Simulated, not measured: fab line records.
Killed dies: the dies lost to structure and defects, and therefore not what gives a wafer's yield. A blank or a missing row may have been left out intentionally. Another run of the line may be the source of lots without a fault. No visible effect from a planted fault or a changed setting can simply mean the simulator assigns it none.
One fault seen from 2 desks | flow gf180mcu | numbers are kept per desk, each desk with only its own; the story behind them comes last

FROM THE METROLOGY DESK
Means of the sampled wafers that have a number, per lot and without regard to the tool the lot ran on: this is what the gauges read. Marked OUT: a lot whose mean sits more than 4 standard deviations from the usual mean, which makes it out of limits; the brackets give that distance.
Columns: A = V2_BOW at GF_V2_BOW_MEAS_05, usual 100 um; B = cd nm at GF_V2_CD_MEAS_14, usual 259.9 nm; C = V2_OVL at GF_V2_OVL_MEAS_15, usual 0 nm
lot  | first seen here | A   | B     | C
L359 | day 21 06:49    | 101 | 259.3 | 4
L360 | day 21 17:13    | 98  | 258.4 | 5
L367 | day 24 03:52    | 102 | 258.0 | 4
L368 | day 24 10:49    | 103 | 258.9 | 2
L370 | day 25 00:55    | 100 | 261.4 | -2
L371 | day 25 15:05    | 101 | 261.3 | -1
This desk found nothing out of limits on any of the 6 lots.

FOR THE TOOL OWNER'S DESK: rie diel-03
The tool's own readings at GF_V2_ETCH_16 (etches BARC in N2/H2): means of the sampled wafers that have a number, for each lot that ran on this tool. Marked OUT: a lot whose mean sits more than 4 standard deviations from the usual mean, which makes it out of limits; the brackets give that distance.
Columns: A = chamber pressure mTorr at GF_V2_ETCH_16, usual 30.003 mTorr; B = drypump motor current A at GF_V2_ETCH_16, usual 5.9 A; C = oes product au at GF_V2_ETCH_16, usual 0.855 a.u.; D = rf fwd power W at GF_V2_ETCH_16, usual 495.0 W; E = throttle valve pct at GF_V2_ETCH_16, usual 13.224 %
lot  | first seen here | A      | B   | C               | D               | E
L359 | day 22 06:34    | 30.030 | 6.3 | 0.782 (-16) OUT | 293.7 (-91) OUT | 13.211
L360 | day 22 16:51    | 30.017 | 6.4 | 0.785 (-15) OUT | 293.8 (-91) OUT | 13.212
L367 | day 25 01:36    | 30.002 | 6.3 | 0.856           | 494.7           | 13.223
L368 | day 25 08:16    | 30.010 | 6.3 | 0.861           | 493.1           | 13.224
This desk's verdict: out of limits on L359, L360, starting with L359 at day 22 06:34 (oes product au at GF_V2_ETCH_16). Within limits: L367, L368.

BROUGHT TOGETHER
The tool owner's desk could have raised an alarm at day 22 06:34, on L359, L360.
Metrology desk: nothing out of limits seen.
The metrology desk holds a record of L359, L360, inside its limits.
The lots listed all ran GF_V2_ETCH_16 on rie diel-03.

WHAT WAS PUT IN BY THE SIMULATOR
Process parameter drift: rie diel-03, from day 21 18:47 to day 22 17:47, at GF_V2_ETCH_16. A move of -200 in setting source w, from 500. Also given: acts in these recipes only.
Struck lots among those shown: L359, L360.
Delay in hours, fault start to first out-of-limits reading, by desk: the tool owner's desk at 12.
